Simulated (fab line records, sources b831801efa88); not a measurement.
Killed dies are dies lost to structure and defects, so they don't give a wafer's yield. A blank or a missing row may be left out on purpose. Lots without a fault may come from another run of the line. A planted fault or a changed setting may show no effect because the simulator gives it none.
Chamber matching | flow gf180mcu | GF_V1_CMP_26 on cmp-01: 4 sister chambers
The step polishes, stops on SiO2, t overpolish 15 s, target thk 0 nm. 14 wafers are shown with their chamber, then 6 later ones without.

WAFERS WITH THEIR CHAMBER
wafer  | chamber | motor_current_A (A) | slurry_flow_ml_min | time_to_endpoint_s (s)
L646.4 | 3       | 8.8                 | 149.0              | 75
L646.5 | 3       | 9.5                 | 149.9              | 76
L646.6 | 0       | 10.1                | 150.5              | 83
L647.3 | 1       | 10.7                | 150.3              | 81
L647.5 | 1       | 11.1                | 150.0              | 83
L647.6 | 0       | 9.9                 | 149.8              | 86
L659.3 | 3       | 9.1                 | 149.4              | 83
L659.5 | 0       | 10.6                | 150.3              | 87
L660.1 | 1       | 10.6                | 149.2              | 89
L660.4 | 3       | 9.0                 | 149.3              | 83
L660.5 | 2       | 11.8                | 150.8              | 84
L662.1 | 1       | 10.3                | 149.9              | 88
L662.2 | 3       | 9.0                 | 149.6              | 80
L662.5 | 0       | 10.3                | 150.0              | 89

SIGNATURES (means of the wafers above)
reading            | chamber 0 | chamber 1 | chamber 2 | chamber 3 | scatter within a chamber
motor_current_A    | 10.225    | 10.675    | 11.800    | 9.080     | 0.294
slurry_flow_ml_min | 150.150   | 149.850   | 150.800   | 149.440   | 0.373
time_to_endpoint_s | 86.25     | 85.25     | 84.00     | 79.40     | 3.47
Rule: a wafer's distance from a chamber is the root of the sum, over the readings, of the square of ((its reading less the chamber's mean) divided by the reading's scatter). The wafer belongs to the nearest chamber; if the next one is less than 2 further off, it can't be placed. The scatter: the root of (the sum of the squares of (reading less its chamber's mean) over the shown wafers, divided by (wafers less chambers)).

WAFERS WITHOUT THEIR CHAMBER
wafer  | motor_current_A (A) | slurry_flow_ml_min | time_to_endpoint_s (s)
L667.2 | 11.3                | 150.0              | 84
L667.3 | 10.9                | 150.2              | 90
L667.6 | 10.8                | 150.8              | 89
L669.2 | 8.8                 | 150.1              | 85
L669.3 | 10.3                | 149.5              | 95
L669.6 | 10.8                | 149.5              | 90

WHICH CHAMBER EACH WENT THROUGH
wafer  | from the rows above          | in truth
L667.2 | can't be placed: 1 or 2 or 0 | 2
L667.3 | can't be placed: 1 or 0      | 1
L667.6 | can't be placed: 0 or 1 or 2 | 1
L669.2 | 3                            | 3
L669.3 | can't be placed: 0 or 1      | 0
L669.6 | can't be placed: 1 or 0      | 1
Placed correctly: 1 of 6. Can't be placed from these rows: 5 (the true chamber is among the candidates in 5). Placed wrongly: 0.
